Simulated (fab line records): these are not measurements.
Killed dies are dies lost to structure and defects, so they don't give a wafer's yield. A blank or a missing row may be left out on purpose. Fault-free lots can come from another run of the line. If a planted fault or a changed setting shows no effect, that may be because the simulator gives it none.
fab line records / flow sky130
[record] lots = 6 wafers = 18 last-day = 50
route steps=708 shown LDD_N@239 PAD_OPEN@708
lots untouched by any fault: they come from a run of this same line in which no faults occurred
start-h: start of the lot's first displayed wafer, in hours after the record's first day / wait-h: time in hours since the lot's previous step / " as in the row above / L1.1+2: a single row standing in for several wafers / - no value, or no start given / * or withheld: withheld / < > ~ a bound
route shown NAME@n: names a module that has steps shown in the file, with the first one's number in the route / usual: mean and standard deviation over wafers with no fault / same: alike in all rows / chamber/n: place in a boat / sites: per-site readings / _std_site: their standard deviation / _edge_site: the outer-site mean with the inner-site mean subtracted / radius-mm: for every site, how far away it sits from the centre of the wafer / mask NAME#n: copy n / behind: the last tool/chamber to shape the wafer / hold: why the lot was held/for how many hours/how that ended / device: which transistor (n, p or np) failed to switch / end of line: the tests these same wafers got at the end of their route / step lacking rows: just its recipe / killed: dies that structure and defects cost at the first sort, which is not the same as the wafer's yield / map: the dies of a wafer, with x for killed, . for not killed, _ for no die there
set.NAME: the setting as run; set.NAME@STEP: as run at that earlier step / model.NAME: the simulator's own value behind a step, which no gauge read
lots seen at some steps along the route; tables by step, rows by wafer
services: a tool's chamber out of use, with start hour (start-h, from the record's first day; less than 0 if before it), hours out, and reason
[[steps]]
[step SKY_LDD_N_COAT_02]
[recipe] resist = NOVOLAK spin-rpm = 3000 resist-thk-nm = 300
[step SKY_LDD_N_SOFTBAKE_03]
[recipe] temp-c = 90 time-s = 60 resist = NOVOLAK
[step SKY_LDD_N_EXPOSE_04]
[recipe] mask-id = NTM target-cd-nm = 840 na = 0.6 source-shape = conventional sigma-outer = 0.6 dose-mj = 110
[step SKY_LDD_N_PEB_05]
[recipe] temp-c = withheld time-s = * resist = NOVOLAK
[step SKY_LDD_N_DEVELOP_06]
[recipe] develop-time-s = 60 dev-temp-c = 23
[step SKY_LDD_N_OVL_MEAS_07]
[usual] LDD_N_OVL = 1.2/1.4
lot.wafer=L307.2 tool=overlay-02 chamber=- start-h=412.53 wait-h=0.1 LDD_N_OVL[nm]=-0.1
lot.wafer=L307.4 tool=overlay-02 chamber=- start-h=412.53 wait-h=0.1 LDD_N_OVL[nm]=0.4
lot.wafer=L307.5 tool=overlay-02 chamber=- start-h=412.53 wait-h=0.1 LDD_N_OVL[nm]=1.1
lot.wafer=L309.2 tool=overlay-01 chamber=- start-h=431.28 wait-h=0.1 LDD_N_OVL[nm]=0.3
lot.wafer=L309.4 tool=overlay-01 chamber=- start-h=431.28 wait-h=0.1 LDD_N_OVL[nm]=1.9
lot.wafer=L309.5 tool=overlay-01 chamber=- start-h=431.28 wait-h=0.1 LDD_N_OVL[nm]=0.3
lot.wafer=L311.2 tool=overlay-02 chamber=- start-h=451.50 wait-h=0.1 LDD_N_OVL[nm]=1.7
lot.wafer=L311.5 tool=overlay-02 chamber=- start-h=451.50 wait-h=0.1 LDD_N_OVL[nm]=1.9
lot.wafer=L311.6 tool=overlay-02 chamber=- start-h=451.50 wait-h=0.1 LDD_N_OVL[nm]=0.7
lot.wafer=L312.1 tool=overlay-02 chamber=- start-h=469.72 wait-h=0.1 LDD_N_OVL[nm]=3.6
lot.wafer=L312.3 tool=overlay-02 chamber=- start-h=469.72 wait-h=0.1 LDD_N_OVL[nm]=3.4
lot.wafer=L312.5 tool=overlay-02 chamber=- start-h=469.72 wait-h=0.1 LDD_N_OVL[nm]=3.8
lot.wafer=L322.1 tool=overlay-01 chamber=- start-h=560.14 wait-h=0.1 LDD_N_OVL[nm]=-3.4
lot.wafer=L322.2 tool=overlay-01 chamber=- start-h=560.14 wait-h=0.1 LDD_N_OVL[nm]=-1.8
lot.wafer=L322.4 tool=overlay-01 chamber=- start-h=560.14 wait-h=0.1 LDD_N_OVL[nm]=-0.8
lot.wafer=L326.1 tool=overlay-02 chamber=- start-h=582.79 wait-h=0.1 LDD_N_OVL[nm]=0.3
lot.wafer=L326.4 tool=overlay-02 chamber=- start-h=582.79 wait-h=0.1 LDD_N_OVL[nm]=0.8
lot.wafer=L326.5 tool=overlay-02 chamber=- start-h=582.79 wait-h=0.1 LDD_N_OVL[nm]=1.1
[step SKY_LDD_N_IMPLANT_08]
[recipe] species = As energy-kev = 20 dose-cm2 = 7.5e+13 tilt-deg = withheld rotation-deg = 23
[step SKY_LDD_N_IMPLANT_09]
[recipe] species = As energy-kev = 20 dose-cm2 = 7.5e+13 tilt-deg = withheld rotation-deg = 113
[step SKY_LDD_N_IMPLANT_10]
[recipe] species = As energy-kev = 20 dose-cm2 = 7.5e+13 tilt-deg = withheld rotation-deg = 203
[step SKY_LDD_N_IMPLANT_11]
[recipe] species = As energy-kev = 20 dose-cm2 = 7.5e+13 tilt-deg = withheld rotation-deg = 293
[step SKY_LDD_N_IMPLANT_12]
[recipe] species = BF2 energy-kev = 50 dose-cm2 = 5e+12 tilt-deg = 30 rotation-deg = 0
[step SKY_LDD_N_IMPLANT_13]
[recipe] species = BF2 energy-kev = 50 dose-cm2 = 5e+12 tilt-deg = 30 rotation-deg = 90
[step SKY_LDD_N_IMPLANT_14]
[recipe] species = BF2 energy-kev = 50 dose-cm2 = 5e+12 tilt-deg = 30 rotation-deg = 180
[usual] dose-ions-cm2 = 5e+12/5.5e+09 faraday-current-uA = 28.2/0.61 tilt-deg = 29.999/0.019
lot.wafer=L307.2 tool=implanter-02 chamber=0 start-h=413.48 wait-h=0.1 dose-ions-cm2=4.999e+12 faraday-current-uA=29.1 tilt-deg=30.008
lot.wafer=L307.4 tool=implanter-02 chamber=0 start-h=413.48 wait-h=0.1 dose-ions-cm2=5.005e+12 faraday-current-uA=27.4 tilt-deg=30.036
lot.wafer=L307.5 tool=implanter-02 chamber=0 start-h=413.48 wait-h=0.1 dose-ions-cm2=5.004e+12 faraday-current-uA=28.3 tilt-deg=30.014
lot.wafer=L309.2 tool=implanter-01 chamber=0 start-h=432.23 wait-h=0.1 dose-ions-cm2=5.009e+12 faraday-current-uA=29.0 tilt-deg=29.982
lot.wafer=L309.4 tool=implanter-01 chamber=0 start-h=432.23 wait-h=0.1 dose-ions-cm2=4.996e+12 faraday-current-uA=28.5 tilt-deg=30.027
lot.wafer=L309.5 tool=implanter-01 chamber=0 start-h=432.23 wait-h=0.1 dose-ions-cm2=5.001e+12 faraday-current-uA=28.6 tilt-deg=30.001
lot.wafer=L311.2 tool=implanter-01 chamber=0 start-h=452.50 wait-h=0.1 dose-ions-cm2=3.814e+12 faraday-current-uA=22.1 tilt-deg=29.998
lot.wafer=L311.5 tool=implanter-01 chamber=0 start-h=452.50 wait-h=0.1 dose-ions-cm2=3.806e+12 faraday-current-uA=21.0 tilt-deg=29.980
lot.wafer=L311.6 tool=implanter-01 chamber=0 start-h=452.50 wait-h=0.1 dose-ions-cm2=3.811e+12 faraday-current-uA=21.0 tilt-deg=29.989
lot.wafer=L312.1 tool=implanter-01 chamber=0 start-h=470.66 wait-h=0.1 dose-ions-cm2=3.807e+12 faraday-current-uA=21.1 tilt-deg=29.974
lot.wafer=L312.3 tool=implanter-01 chamber=0 start-h=470.66 wait-h=0.1 dose-ions-cm2=3.809e+12 faraday-current-uA=21.2 tilt-deg=30.003
lot.wafer=L312.5 tool=implanter-01 chamber=0 start-h=470.66 wait-h=0.1 dose-ions-cm2=3.804e+12 faraday-current-uA=20.8 tilt-deg=29.936
lot.wafer=L322.1 tool=implanter-03 chamber=0 start-h=561.08 wait-h=0.1 dose-ions-cm2=4.998e+12 faraday-current-uA=27.6 tilt-deg=30.041
lot.wafer=L322.2 tool=implanter-03 chamber=0 start-h=561.08 wait-h=0.1 dose-ions-cm2=5.005e+12 faraday-current-uA=28.1 tilt-deg=29.992
lot.wafer=L322.4 tool=implanter-03 chamber=0 start-h=561.08 wait-h=0.1 dose-ions-cm2=5.006e+12 faraday-current-uA=27.7 tilt-deg=29.974
lot.wafer=L326.1 tool=implanter-03 chamber=0 start-h=583.73 wait-h=0.1 dose-ions-cm2=5.007e+12 faraday-current-uA=27.9 tilt-deg=30.000
lot.wafer=L326.4 tool=implanter-03 chamber=0 start-h=583.73 wait-h=0.1 dose-ions-cm2=5e+12 faraday-current-uA=28.4 tilt-deg=30.016
lot.wafer=L326.5 tool=implanter-03 chamber=0 start-h=583.73 wait-h=0.1 dose-ions-cm2=5.016e+12 faraday-current-uA=28.5 tilt-deg=30.032
[step SKY_LDD_N_IMPLANT_15]
[recipe] species = BF2 energy-kev = 50 dose-cm2 = 5e+12 tilt-deg = 30 rotation-deg = 270
[step SKY_PAD_OPEN_PROBE_99]
[usual] killed_at_M0_to_M3 = 44/7.8 killed_at_M4_up = 3.1/1.7 killed-at-contacts = 25/5.1 killed-at-front-end = 15/4.4 killed-at-other = 0.5/0.68 killed-dies = 88/9.9 killed-open = 48/6.9 killed-short = 39/6.5
[same] gross-dies = 492 killed-at-back-side = 0
lot.wafer=L307.2 tool=prober-02 chamber=- start-h=1082.46 wait-h=0.1 killed_at_M0_to_M3=40 killed_at_M4_up=4 killed-at-contacts=22 killed-at-front-end=11 killed-at-other=0 killed-dies=77 killed-open=41 killed-short=36 model.etest.nfet_01v8_swapped.vt-sat-v=0.6666
lot.wafer=L307.4 tool=prober-02 chamber=- start-h=1082.56 wait-h=0.2 killed_at_M0_to_M3=39 killed_at_M4_up=3 killed-at-contacts=31 killed-at-front-end=9 killed-at-other=0 killed-dies=82 killed-open=48 killed-short=34 model.etest.nfet_01v8_swapped.vt-sat-v=0.6409
lot.wafer=L307.5 tool=prober-02 chamber=- start-h=1082.61 wait-h=0.2 killed_at_M0_to_M3=45 killed_at_M4_up=4 killed-at-contacts=22 killed-at-front-end=12 killed-at-other=1 killed-dies=84 killed-open=47 killed-short=37 model.etest.nfet_01v8_swapped.vt-sat-v=0.6566
lot.wafer=L309.2 tool=prober-02 chamber=- start-h=1094.41 wait-h=0.1 killed_at_M0_to_M3=45 killed_at_M4_up=2 killed-at-contacts=25 killed-at-front-end=10 killed-at-other=1 killed-dies=83 killed-open=48 killed-short=35 model.etest.nfet_01v8_swapped.vt-sat-v=0.6511
lot.wafer=L309.4 tool=prober-02 chamber=- start-h=1094.51 wait-h=0.2 killed_at_M0_to_M3=45 killed_at_M4_up=2 killed-at-contacts=22 killed-at-front-end=16 killed-at-other=0 killed-dies=85 killed-open=49 killed-short=36 model.etest.nfet_01v8_swapped.vt-sat-v=0.6457
lot.wafer=L309.5 tool=prober-02 chamber=- start-h=1094.56 wait-h=0.2 killed_at_M0_to_M3=53 killed_at_M4_up=2 killed-at-contacts=23 killed-at-front-end=19 killed-at-other=2 killed-dies=99 killed-open=61 killed-short=38 model.etest.nfet_01v8_swapped.vt-sat-v=0.647
lot.wafer=L311.2 tool=prober-02 chamber=- start-h=1109.02 wait-h=0.1 killed_at_M0_to_M3=32 killed_at_M4_up=2 killed-at-contacts=29 killed-at-front-end=12 killed-at-other=2 killed-dies=77 killed-open=47 killed-short=29 model.etest.nfet_01v8_swapped.vt-sat-v=0.6419
lot.wafer=L311.5 tool=prober-02 chamber=- start-h=1109.17 wait-h=0.2 killed_at_M0_to_M3=45 killed_at_M4_up=2 killed-at-contacts=31 killed-at-front-end=15 killed-at-other=1 killed-dies=94 killed-open=52 killed-short=42 model.etest.nfet_01v8_swapped.vt-sat-v=0.6403
lot.wafer=L311.6 tool=prober-02 chamber=- start-h=1109.22 wait-h=0.2 killed_at_M0_to_M3=35 killed_at_M4_up=3 killed-at-contacts=33 killed-at-front-end=11 killed-at-other=0 killed-dies=82 killed-open=43 killed-short=39 model.etest.nfet_01v8_swapped.vt-sat-v=0.6515
lot.wafer=L312.1 tool=prober-01 chamber=- start-h=1118.96 wait-h=0.1 killed_at_M0_to_M3=52 killed_at_M4_up=3 killed-at-contacts=22 killed-at-front-end=5 killed-at-other=0 killed-dies=82 killed-open=43 killed-short=39 model.etest.nfet_01v8_swapped.vt-sat-v=0.6403
lot.wafer=L312.3 tool=prober-01 chamber=- start-h=1119.06 wait-h=0.2 killed_at_M0_to_M3=50 killed_at_M4_up=2 killed-at-contacts=30 killed-at-front-end=19 killed-at-other=0 killed-dies=101 killed-open=51 killed-short=50 model.etest.nfet_01v8_swapped.vt-sat-v=0.6422
lot.wafer=L312.5 tool=prober-01 chamber=- start-h=1119.16 wait-h=0.2 killed_at_M0_to_M3=58 killed_at_M4_up=6 killed-at-contacts=13 killed-at-front-end=14 killed-at-other=0 killed-dies=91 killed-open=51 killed-short=40 model.etest.nfet_01v8_swapped.vt-sat-v=0.6524
lot.wafer=L322.1 tool=prober-01 chamber=- start-h=1174.57 wait-h=0.1 killed_at_M0_to_M3=51 killed_at_M4_up=3 killed-at-contacts=24 killed-at-front-end=17 killed-at-other=0 killed-dies=95 killed-open=55 killed-short=40 model.etest.nfet_01v8_swapped.vt-sat-v=0.651
lot.wafer=L322.2 tool=prober-01 chamber=- start-h=1174.62 wait-h=0.1 killed_at_M0_to_M3=38 killed_at_M4_up=5 killed-at-contacts=27 killed-at-front-end=16 killed-at-other=0 killed-dies=86 killed-open=53 killed-short=33 model.etest.nfet_01v8_swapped.vt-sat-v=0.6501
lot.wafer=L322.4 tool=prober-01 chamber=- start-h=1174.72 wait-h=0.2 killed_at_M0_to_M3=47 killed_at_M4_up=2 killed-at-contacts=30 killed-at-front-end=19 killed-at-other=0 killed-dies=98 killed-open=55 killed-short=42 model.etest.nfet_01v8_swapped.vt-sat-v=0.6519
lot.wafer=L326.1 tool=prober-02 chamber=- start-h=1189.31 wait-h=0.1 killed_at_M0_to_M3=52 killed_at_M4_up=1 killed-at-contacts=19 killed-at-front-end=17 killed-at-other=0 killed-dies=89 killed-open=49 killed-short=40 model.etest.nfet_01v8_swapped.vt-sat-v=0.6481
lot.wafer=L326.4 tool=prober-02 chamber=- start-h=1189.46 wait-h=0.2 killed_at_M0_to_M3=46 killed_at_M4_up=2 killed-at-contacts=28 killed-at-front-end=17 killed-at-other=0 killed-dies=93 killed-open=46 killed-short=47 model.etest.nfet_01v8_swapped.vt-sat-v=0.652
lot.wafer=L326.5 tool=prober-02 chamber=- start-h=1189.51 wait-h=0.2 killed_at_M0_to_M3=44 killed_at_M4_up=3 killed-at-contacts=32 killed-at-front-end=12 killed-at-other=0 killed-dies=91 killed-open=56 killed-short=35 model.etest.nfet_01v8_swapped.vt-sat-v=0.6421
// killed by level:class
L307.2 VIA2:geometric-particle:open=8 VIA1:geometric-particle:open=8 LI_CONTACT:geometric-particle:open=7 CONTACT:geometric-particle:open=5 CONTACT:geometric-particle:short=5 METAL2:geometric-particle:short=5 FIELD_ISO:geometric-particle:open=4 LOCAL_INTERCONNECT:geometric-particle:short=4
L307.4 CONTACT:geometric-particle:open=13 VIA1:geometric-particle:open=12 LI_CONTACT:geometric-particle:open=6 METAL2:geometric-particle:short=5 VIA1:geometric-particle:short=5 POLY_GATE:geometric-particle:open=4 LOCAL_INTERCONNECT:geometric-particle:short=4 VIA3:geometric-particle:open=3
L307.5 CONTACT:geometric-particle:open=10 VIA1:geometric-particle:short=8 VIA3:geometric-particle:open=7 METAL1:geometric-particle:short=7 VIA1:geometric-particle:open=7 VIA2:geometric-particle:open=5 VIA3:geometric-particle:short=4 FIELD_ISO:geometric-particle:open=3
L309.2 VIA1:geometric-particle:open=12 CONTACT:geometric-particle:open=11 LI_CONTACT:geometric-particle:open=7 VIA3:geometric-particle:open=6 METAL3:geometric-particle:short=6 POLY_GATE:geometric-particle:open=4 VIA2:geometric-particle:open=4 METAL1:geometric-particle:short=4
L309.4 VIA1:geometric-particle:open=9 CONTACT:geometric-particle:open=8 VIA2:geometric-particle:open=8 VIA3:geometric-particle:open=8 METAL2:geometric-particle:short=6 FIELD_ISO:geometric-particle:short=5 LI_CONTACT:geometric-particle:open=5 FIELD_ISO:geometric-particle:open=4
L309.5 VIA1:geometric-particle:open=16 CONTACT:geometric-particle:open=9 VIA2:geometric-particle:open=9 VIA3:geometric-particle:open=6 FIELD_ISO:geometric-particle:open=5 LOCAL_INTERCONNECT:geometric-particle:short=5 VIA2:geometric-particle:short=5 METAL3:geometric-particle:short=5
L311.2 CONTACT:geometric-particle:open=13 LI_CONTACT:geometric-particle:open=8 VIA2:geometric-particle:open=6 FIELD_ISO:geometric-particle:open=5 CONTACT:geometric-particle:short=5 VIA1:geometric-particle:open=5 VIA3:geometric-particle:short=4 VIA3:geometric-particle:open=4
L311.5 CONTACT:geometric-particle:open=14 CONTACT:geometric-particle:short=10 VIA1:geometric-particle:open=10 VIA3:geometric-particle:open=8 VIA2:geometric-particle:open=7 LI_CONTACT:geometric-particle:open=6 FIELD_ISO:geometric-particle:short=5 METAL2:geometric-particle:short=5
L311.6 CONTACT:geometric-particle:open=17 LI_CONTACT:geometric-particle:open=6 CONTACT:geometric-particle:short=6 VIA1:geometric-particle:open=6 VIA3:geometric-particle:short=6 METAL1:geometric-particle:short=5 VIA2:geometric-particle:open=5 VIA3:geometric-particle:open=5
L312.1 VIA1:geometric-particle:short=10 METAL1:geometric-particle:short=10 LI_CONTACT:geometric-particle:open=8 VIA1:geometric-particle:open=8 VIA3:geometric-particle:open=8 VIA2:geometric-particle:open=7 CONTACT:geometric-particle:short=5 CONTACT:geometric-particle:open=4
L312.3 VIA1:geometric-particle:open=11 LI_CONTACT:geometric-particle:open=10 CONTACT:geometric-particle:short=8 METAL2:geometric-particle:short=8 FIELD_ISO:geometric-particle:short=6 CONTACT:geometric-particle:open=6 METAL1:geometric-particle:short=6 VIA3:geometric-particle:open=6
L312.5 VIA1:geometric-particle:open=14 METAL1:geometric-particle:short=8 CONTACT:geometric-particle:open=7 VIA3:geometric-particle:open=7 VIA2:geometric-particle:open=6 VIA1:geometric-particle:short=5 VIA3:geometric-particle:short=5 FIELD_ISO:geometric-particle:short=3
L322.1 VIA1:geometric-particle:open=12 VIA3:geometric-particle:open=10 CONTACT:geometric-particle:open=8 LI_CONTACT:geometric-particle:open=7 VIA2:geometric-particle:open=7 POLY_GATE:geometric-particle:short=6 POLY_GATE:geometric-particle:open=5 VIA2:geometric-particle:short=5
L322.2 VIA1:geometric-particle:open=11 VIA3:geometric-particle:open=10 CONTACT:geometric-particle:open=9 LI_CONTACT:geometric-particle:open=7 POLY_GATE:geometric-particle:open=5 CONTACT:geometric-particle:short=5 METAL3:geometric-particle:short=4 METAL2:geometric-particle:short=4
L322.4 LI_CONTACT:geometric-particle:open=12 CONTACT:geometric-particle:open=9 VIA2:geometric-particle:open=8 VIA1:geometric-particle:open=7 VIA1:geometric-particle:short=6 VIA3:geometric-particle:open=6 METAL1:geometric-particle:short=5 FIELD_ISO:geometric-particle:short=4
L326.1 VIA1:geometric-particle:open=16 METAL1:geometric-particle:short=7 CONTACT:geometric-particle:open=7 VIA2:geometric-particle:open=7 FIELD_ISO:geometric-particle:open=5 POLY_GATE:geometric-particle:open=5 POLY_GATE:geometric-particle:short=5 METAL2:geometric-particle:short=5
L326.4 CONTACT:geometric-particle:open=9 VIA1:geometric-particle:open=8 VIA2:geometric-particle:open=7 METAL1:geometric-particle:short=6 LI_CONTACT:geometric-particle:open=5 LOCAL_INTERCONNECT:geometric-particle:short=5 CONTACT:geometric-particle:short=5 METAL2:geometric-particle:short=5
L326.5 VIA1:geometric-particle:open=16 LI_CONTACT:geometric-particle:open=14 METAL2:geometric-particle:short=8 CONTACT:geometric-particle:open=8 FIELD_ISO:geometric-particle:open=5 VIA1:geometric-particle:short=4 LI_CONTACT:geometric-particle:short=4 POLY_GATE:geometric-particle:short=3
[[services]]
tool=implanter-02 chamber=- start-h=425.52 hours=8.0 kind=repair
tool=implanter-03 chamber=- start-h=425.61 hours=6.2 kind=pm
tool=implanter-02 chamber=- start-h=440.94 hours=13.3 kind=pm
tool=implanter-01 chamber=- start-h=444.19 hours=4.8 kind=pm
tool=implanter-03 chamber=- start-h=448.95 hours=4.5 kind=pm
tool=implanter-02 chamber=- start-h=473.96 hours=2.7 kind=repair
tool=implanter-01 chamber=- start-h=514.82 hours=0.7 kind=repair
tool=implanter-02 chamber=- start-h=578.65 hours=6.3 kind=repair
[[key]]
[first-sign] step = SKY_LDD_N_IMPLANT_14 reading = dose-ions-cm2 direction = down sigmas = 99+ usual = * struck = *
[effect] step = SKY_LDD_N_IMPLANT_14 reading = faraday-current-uA direction = down sigmas = 12 usual = 28.2 struck = 21.2
[model-effect] step = SKY_PAD_OPEN_PROBE_99 value = etest.nfet_01v8_swapped.vt-sat-v without = 0.6608 struck = 0.6448
met-at SKY_LDD_N_IMPLANT_14
struck-wafers L311.2,L311.5,L311.6,L312.1,L312.3,L312.5
tester-left-out L311,L312
onset-between 432.23 452.50
[fault] kind = process-parameter-drift tool = implanter-01 chamber = - onset-h = 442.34 steps = SKY_LDD_N_IMPLANT_14 channel = dose-cm2 offset = * shape = step end-h = 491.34 acts-in = * stated = *
// tester-left-out: of these lots the tester's yield and bins aren't shown, on N5 and GAA mostly nor the transistor test; their killed dies are dies lost to structure and defects alone, not to doping, threshold or leakage, so they don't give the yield
